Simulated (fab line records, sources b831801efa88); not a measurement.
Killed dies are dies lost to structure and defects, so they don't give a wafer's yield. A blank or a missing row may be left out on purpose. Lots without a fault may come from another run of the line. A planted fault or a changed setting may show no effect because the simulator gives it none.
Chamber matching | flow gf180mcu | GF_MIM_CVD_05 on pecvd-04: 3 sister chambers
The step deposits Si3N4, target thk 42 nm, time 29.086 s. 5 wafers are shown with their chamber, then 8 later ones without.

WAFERS WITH THEIR CHAMBER
wafer  | chamber | heater_power_w (W)
L086.3 | 0       | 434
L086.5 | 2       | 764
L089.5 | 0       | 468
L089.6 | 1       | 619
L090.1 | 1       | 623

WAFERS WITHOUT THEIR CHAMBER
wafer  | heater_power_w (W)
L090.2 | 455
L090.3 | 461
L090.4 | 623
L090.5 | 470
L090.6 | 645
L094.2 | 686
L094.4 | 417
L094.5 | 772

WHICH CHAMBER EACH WENT THROUGH
wafer  | from the rows above     | in truth
L090.2 | 0                       | 0
L090.3 | 0                       | 0
L090.4 | 1                       | 1
L090.5 | 0                       | 0
L090.6 | 1                       | 1
L094.2 | can't be placed: 1 or 2 | 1
L094.4 | 0                       | 0
L094.5 | 2                       | 2
Placed correctly: 7 of 8. Can't be placed from these rows: 1 (the true chamber is among the candidates in 1). Placed wrongly: 0.
How it was worked out, from the rows above alone: a wafer's distance from a chamber is the root of the sum, over the readings, of the square of ((its reading less the chamber's mean) divided by the reading's scatter). The wafer belongs to the nearest chamber; if the next one is less than 2 further off, it can't be placed. A chamber's mean is the mean of its shown wafers. The scatter: the root of (the sum of the squares of (reading less its chamber's mean) over the shown wafers, divided by (wafers less chambers)).
